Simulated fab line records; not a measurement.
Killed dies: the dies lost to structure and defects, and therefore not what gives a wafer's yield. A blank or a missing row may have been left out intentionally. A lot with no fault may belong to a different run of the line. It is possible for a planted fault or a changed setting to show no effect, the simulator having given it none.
fab line records	flow sfqLine
record lots=6	wafers=18	lastDay=92
route steps=325 shown I6@280 M7@281
lots that met no fault: from a run of the same line without faults
startH: hours from the record's opening day to when the first of the lot's shown wafers began	waitH: how many hours have passed since the lot's step before this one	" the same as in the row above	L1.1+2: a single row standing in for several wafers	- no value present, or no start provided	* or withheld: withheld	< > ~ a bound
route shown NAME@n: names a module that has steps shown in the file, with the first one's number in the route	usual: average and standard deviation across the fault-free wafers	same: alike in all rows	chamber/n: place in a boat	sites: each site's reading	_std_site: the values' standard deviation	_edge_site: the outer-site mean with the inner-site mean subtracted	radiusMm: for every site, how far away it sits from the centre of the wafer	mask NAME#n: copy n	behind: the most recent tool/chamber to have shaped the wafer	hold: reason for holding the lot/hours on hold/outcome of the hold	device: which transistor (n, p or np) failed to switch	end of line: the same wafers' tests at the end of the route	a step with no rows: only its recipe	killed: dies lost to structure and defects at the first sort, not the wafer's yield	map: a wafer's dies, x killed, . not, _ none there
set.NAME: the setting as run; set.NAME@STEP: as run at that earlier step	model.NAME: the simulator's own value behind a step, which no gauge read
lots at some steps of the route; a table a step, a row a wafer
services: when a tool's chamber went out of use (startH, in hours from the record's first day, below 0 if earlier), for how many hours, and the reason
## steps
# step SFQ_TRILAYER_I6_VIA_STRIP_SOLV_CLEAN_174
# recipe chemistry=NMP	tempC=70	timeS=600
# step SFQ_TRILAYER_M7_DEP_PRE_CLEAN_176
# recipe gas=Ar	timeS=22.5	biasV=250
# step SFQ_TRILAYER_M7_DEP_SPUTTER_175
# recipe material=Nb	basePressurePa=1.33e-06	chamberPressurePa=0.1333	substrateTempC=20	targetThkNm=200	powerW=2000	timeS=133.3
# usual chamberPressurePa=0.13329/0.00026	substrateTempC=19.99/0.11	throttleValvePct=30.2/1.2
lot.wafer	tool	chamber	startH	waitH	chamberPressurePa	substrateTempC	throttleValvePct
L448.3	pvdSputter-04	-	1795.34	0.0	0.13306	19.99	32.5
L448.4	"	-	"	"	0.1334	19.81	32.6
L448.6	"	-	"	"	0.13281	20.16	28.7
L455.3	pvdSputter-03	-	1948.24	0.0	0.13327	20.19	30.4
L455.4	"	-	"	"	0.13362	20.00	29.1
L455.6	"	-	"	"	0.1331	19.90	30.2
L456.2	pvdSputter-04	-	1949.44	0.0	0.13343	20.05	29.0
L456.5	"	-	"	"	0.13322	20.03	28.8
L456.6	"	-	"	"	0.13354	20.03	32.6
L462.2	pvdSputter-05	-	2038.95	0.0	0.13308	20.13	30.2
L462.3	"	-	"	"	0.1327	19.82	31.0
L462.6	"	-	"	"	0.13352	19.86	30.4
L463.1	pvdSputter-03	-	2043.75	0.0	0.13303	19.99	29.0
L463.3	"	-	"	"	0.13305	19.95	30.5
L463.5	"	-	"	"	0.13304	20.06	30.6
L465.2	pvdSputter-05	-	2092.29	0.0	0.13349	20.13	29.7
L465.3	"	-	"	"	0.13347	19.80	31.2
L465.4	"	-	"	"	0.13356	19.89	30.3
# step SFQ_M7_RS_MEAS_943
# recipe thkMeasGauge=four-point-probe	reads=Nb_of_TRILAYER_M7_DEP_SPUTTER_175
# usual M7_NB_RS=0.897/0.0093
lot.wafer	tool	chamber	startH	waitH	M7_NB_RS[ohm/sq]
L448.3	filmMetro-01	-	1795.47	0.1	0.884
L448.4	"	-	"	"	0.888
L448.6	"	-	"	"	0.892
L455.3	filmMetro-04	-	1948.37	0.1	0.908
L455.4	"	-	"	"	0.920
L455.6	"	-	"	"	0.915
L456.2	filmMetro-04	-	1949.55	0.1	0.902
L456.5	"	-	"	"	0.897
L456.6	"	-	"	"	0.892
L462.2	filmMetro-02	-	2039.06	0.1	0.901
L462.3	"	-	"	"	0.890
L462.6	"	-	"	"	0.895
L463.1	filmMetro-04	-	2043.84	0.0	0.887
L463.3	"	-	"	"	0.887
L463.5	"	-	"	"	0.885
L465.2	filmMetro-02	-	2092.40	0.1	0.891
L465.3	"	-	"	"	0.888
L465.4	"	-	"	"	0.891
# step SFQ_TRILAYER_M7_LITHO_COAT_182
# recipe resist=BARC	spinRpm=3000	resistThkNm=62
# step SFQ_TRILAYER_M7_LITHO_COAT_177
# recipe resist=KrF	spinRpm=3000	resistThkNm=600
# step SFQ_TRILAYER_M7_LITHO_SOFTBAKE_181
# recipe tempC=withheld	timeS=withheld	resist=KrF
# step SFQ_TRILAYER_M7_LITHO_EXPOSE_178
# recipe maskId=M7	na=0.6	sourceShape=conventional	sigmaOuter=0.65	targetCdNm=500	doseMj=14.4
# step SFQ_TRILAYER_M7_LITHO_PEB_180
# recipe pebTempC=115	pebTimeS=62.28	resist=KrF
# usual plateSensorTCentreC=115.95/0.01	plateSensorTEdgeC=116.08/0.0098
lot.wafer	tool	chamber	startH	waitH	plateSensorTCentreC	plateSensorTEdgeC
L448.3	lithoTrack-04	0	1798.89	0.7	115.95	116.1
L448.4	"	0	"	"	115.95	116.07
L448.6	"	0	"	"	115.95	116.07
L455.3	lithoTrack-02	0	1950.51	0.7	115.96	116.08
L455.4	"	0	"	"	115.94	116.09
L455.6	"	0	"	"	115.94	116.08
L456.2	lithoTrack-04	0	1952.89	0.8	115.96	116.09
L456.5	"	0	"	"	115.96	116.09
L456.6	"	0	"	"	115.95	116.06
L462.2	lithoTrack-02	0	2112.64	0.8	115.94	116.09
L462.3	"	0	"	"	115.95	116.07
L462.6	"	0	"	"	115.95	116.08
L463.1	lithoTrack-04	0	2119.88	1.0	115.97	116.06
L463.3	"	0	"	"	115.95	116.08
L463.5	"	0	"	"	115.96	116.07
L465.2	lithoTrack-02	0	2141.05	0.8	115.95	116.08
L465.3	"	0	"	"	115.93	116.07
L465.4	"	0	"	"	115.93	116.08
# step SFQ_TRILAYER_M7_LITHO_DEVELOP_179
# recipe timeS=60	resist=KrF
# step SFQ_M7_OVL_MEAS_945
# usual M7_OVL=0/6.5
lot.wafer	tool	chamber	startH	waitH	M7_OVL[nm]
L448.3	overlay-01	-	1799.15	0.1	1
L448.4	"	-	"	"	-1
L448.6	"	-	"	"	-2
L455.3	overlay-01	-	1950.78	0.1	3
L455.4	"	-	"	"	-1
L455.6	"	-	"	"	-4
L456.2	overlay-01	-	1953.17	0.1	-6
L456.5	"	-	"	"	-2
L456.6	"	-	"	"	-4
L462.2	overlay-02	-	2112.92	0.1	2
L462.3	"	-	"	"	-3
L462.6	"	-	"	"	-4
L463.1	overlay-02	-	2120.18	0.1	5
L463.3	"	-	"	"	-1
L463.5	"	-	"	"	-4
L465.2	overlay-01	-	2141.33	0.1	-17
L465.3	"	-	"	"	-7
L465.4	"	-	"	"	-4
# step SFQ_TRILAYER_M7_BARC_OPEN_METAL_ETCH_229
# recipe maskMaterial=PR	chemistry=O2	targetDepthNm=125	target=BARC	icpW=600	biasW=80	pressureMtorr=10	timeS=41.7
# usual biasW=80.01/0.23	drypumpMotorCurrentA=6.03/0.18	oesProductAu=0.685/0.0047	rfFwdPowerW=594.5/2.7
lot.wafer	tool	chamber	startH	waitH	biasW	drypumpMotorCurrentA	oesProductAu	rfFwdPowerW	rfHoursCounterH	model.KrF_of_TRILAYER_M7_LITHO_COAT_177.thkNm
L448.3	rieMetal-03	1	1799.20	0.0	79.77	6.37	0.687	596.2	-	521.6
L448.4	"	0	"	"	80.07	5.95	0.677	597.2	-	521.5
L448.6	"	1	"	"	79.68	6.36	0.683	594.3	-	521.6
L455.3	rieMetal-03	1	1950.82	0.0	80.17	6.38	0.686	595.2	-	522.7
L455.4	"	0	"	"	80.15	5.96	0.689	691.0	-	516.4
L455.6	"	0	"	"	80.14	5.97	0.686	693.1	-	513.8
L456.2	rieMetal-03	1	1953.20	0.0	79.87	6.41	0.686	597.0	107	523.9
L456.5	"	0	"	"	80.07	5.97	0.689	695.6	-	515.6
L456.6	"	1	"	"	79.86	6.37	0.685	595.9	-	522.6
L462.2	rieMetal-01	1	2112.95	0.0	79.79	6.01	0.690	589.2	47	522.4
L462.3	"	0	"	"	79.99	6.11	0.684	591.8	-	525.6
L462.6	"	0	"	"	80.01	6.12	0.694	596.8	-	524
L463.1	rieMetal-01	0	2120.21	0.0	80.05	6.13	0.684	596.6	119	522.1
L463.3	"	1	"	"	80.06	5.98	0.676	595.3	-	521.4
L463.5	"	1	"	"	79.94	6.01	0.693	591.6	-	523.9
L465.2	rieMetal-01	0	2141.36	0.0	80.00	6.09	0.684	595.4	121	523.2
L465.3	"	0	"	"	80.17	6.10	0.685	595.6	-	522
L465.4	"	1	"	"	79.99	5.97	0.678	590.6	-	522.2
# step SFQ_TRILAYER_M7_ETCH_METAL_ETCH_180
# recipe target=Nb	stopOn=SiO2	maskMaterial=PR	chemistry=Cl2/Ar	targetDepthNm=240	icpW=600	biasW=80	pressureMtorr=10	timeS=120
# usual biasW=80.00/0.23	drypumpMotorCurrentA=6.03/0.18	oesProductAu=0.890/0.0071	rfFwdPowerW=596.7/2
lot.wafer	tool	chamber	startH	waitH	biasW	drypumpMotorCurrentA	oesProductAu	rfFwdPowerW	rfHoursCounterH	model.KrF_of_TRILAYER_M7_LITHO_COAT_177.thkNm
L448.3	rieMetal-03	1	1799.28	0.1	80.16	6.40	0.893	596.0	-	380.2
L448.4	"	0	"	"	80.30	5.98	0.899	596.6	-	378.7
L448.6	"	1	"	"	79.95	6.39	0.891	596.9	-	381
L455.3	rieMetal-03	1	1950.90	0.1	79.99	6.39	0.877	601.5	-	381.7
L455.4	"	0	"	"	80.30	5.98	0.876	598.4	-	375.9
L455.6	"	0	"	"	80.31	5.98	0.878	595.9	-	373.7
L456.2	rieMetal-03	1	1953.26	0.0	79.94	6.38	0.887	593.8	107	381
L456.5	"	0	"	"	80.31	5.95	0.889	598.9	-	372.3
L456.6	"	1	"	"	80.22	6.37	0.896	593.0	-	381
L462.2	rieMetal-01	1	2113.01	0.0	80.00	6.02	0.887	595.4	47	380.5
L462.3	"	0	"	"	80.01	6.12	0.898	599.0	-	384.2
L462.6	"	0	"	"	79.71	6.10	0.891	600.1	-	382.4
L463.1	rieMetal-01	0	2120.27	0.0	79.87	6.11	0.897	598.8	119	380
L463.3	"	1	"	"	80.56	6.00	0.897	593.3	-	377
L463.5	"	1	"	"	80.25	5.97	0.890	600.0	-	379.7
L465.2	rieMetal-01	0	2141.42	0.0	79.69	6.10	0.889	597.6	121	382.7
L465.3	"	0	"	"	79.58	6.10	0.890	593.7	-	381.7
L465.4	"	1	"	"	79.93	6.00	0.895	591.6	-	379.1
# step SFQ_TRILAYER_M7_STRIP_STRIP_181
# recipe gas=O2	powerW=200	platenTempC=40	overashFraction=0.6219	chemistry=O2	pressureMtorr=50
# usual drypumpMotorCurrentA=6.03/0.18	oesProductAu=1.004/0.0094
lot.wafer	tool	chamber	startH	waitH	drypumpMotorCurrentA	oesProductAu	rfHoursCounterH
L448.3	rieMetal-03	1	1799.56	0.2	6.37	0.993	-
L448.4	"	0	"	"	5.97	1.017	-
L448.6	"	1	"	"	6.37	0.993	-
L455.3	rieMetal-03	1	1951.19	0.2	6.39	1.014	-
L455.4	"	0	"	"	5.97	1.006	-
L455.6	"	0	"	"	5.97	0.999	-
L456.2	rieMetal-03	1	1953.39	0.1	6.39	1.006	107
L456.5	"	0	"	"	5.98	1.007	-
L456.6	"	1	"	"	6.36	1.007	-
L462.2	rieMetal-01	1	2113.14	0.1	5.99	1.001	48
L462.3	"	0	"	"	6.08	1.006	-
L462.6	"	0	"	"	6.06	0.998	-
L463.1	rieMetal-01	0	2120.40	0.1	6.10	0.997	119
L463.3	"	1	"	"	5.96	1.010	-
L463.5	"	1	"	"	5.97	1.013	-
L465.2	rieMetal-01	0	2141.55	0.1	6.07	0.995	121
L465.3	"	0	"	"	6.09	1.003	-
L465.4	"	1	"	"	5.98	1.016	-
## services
tool	chamber	startH	hours	kind
pvdSputter-03	-	1791.58	3.9	repair
pvdSputter-04	3	1792.11	-	consumableReplace:kit
pvdSputter-04	3	1792.11	18.0	scheduledDown
pvdSputter-04	3	1792.11	18.0	ventCycle
rieMetal-03	-	1825.23	2.8	pm
rieMetal-03	0	1851.36	-	clean
rieMetal-03	0	1851.36	-	consumableReplace:esc
rieMetal-03	0	1851.36	-	consumableReplace:focusRing
rieMetal-03	0	1851.36	31.5	scheduledDown
rieMetal-03	0	1851.36	31.5	ventCycle
pvdSputter-05	-	1861.42	2.7	repair
rieMetal-01	-	1874.49	1.5	repair
pvdSputter-05	-	1895.99	1.5	repair
pvdSputter-05	-	1897.06	1.9	repair
pvdSputter-04	-	1898.21	1.0	repair
pvdSputter-03	1	1959.50	-	consumableReplace:kit
pvdSputter-03	1	1959.50	18.0	scheduledDown
pvdSputter-03	1	1959.50	18.0	ventCycle
pvdSputter-05	-	1960.14	0.6	repair
pvdSputter-04	-	1964.70	2.0	repair
pvdSputter-04	-	1973.19	0.9	repair
rieMetal-01	-	1984.70	0.6	repair
rieMetal-03	-	2021.08	1.4	pm
rieMetal-03	-	2067.50	28.1	pm
## key
firstSign step=SFQ_TRILAYER_M7_BARC_OPEN_METAL_ETCH_229	reading=rfFwdPowerW	direction=up	sigmas=37	usual=594.5	struck=693.3
effect none on later readings
modelEffect step=SFQ_TRILAYER_M7_BARC_OPEN_METAL_ETCH_229	value=KrF_of_TRILAYER_M7_LITHO_COAT_177.thkNm	without=522.7	struck=515.3
modelEffect step=SFQ_TRILAYER_M7_ETCH_METAL_ETCH_180	value=KrF_of_TRILAYER_M7_LITHO_COAT_177.thkNm	without=381.4	struck=374
metAt SFQ_TRILAYER_M7_BARC_OPEN_METAL_ETCH_229
struckWafers L455.4,L455.6,L456.5
onsetBetween 1799.20 1950.82
fault kind=processParameterDrift	tool=rieMetal-03	chamber=0	onsetH=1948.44	steps=SFQ_TRILAYER_M7_BARC_OPEN_METAL_ETCH_229	channel=icpW	offset=96	shape=step	endH=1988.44	actsIn=theseRecipesOnly	stated=600
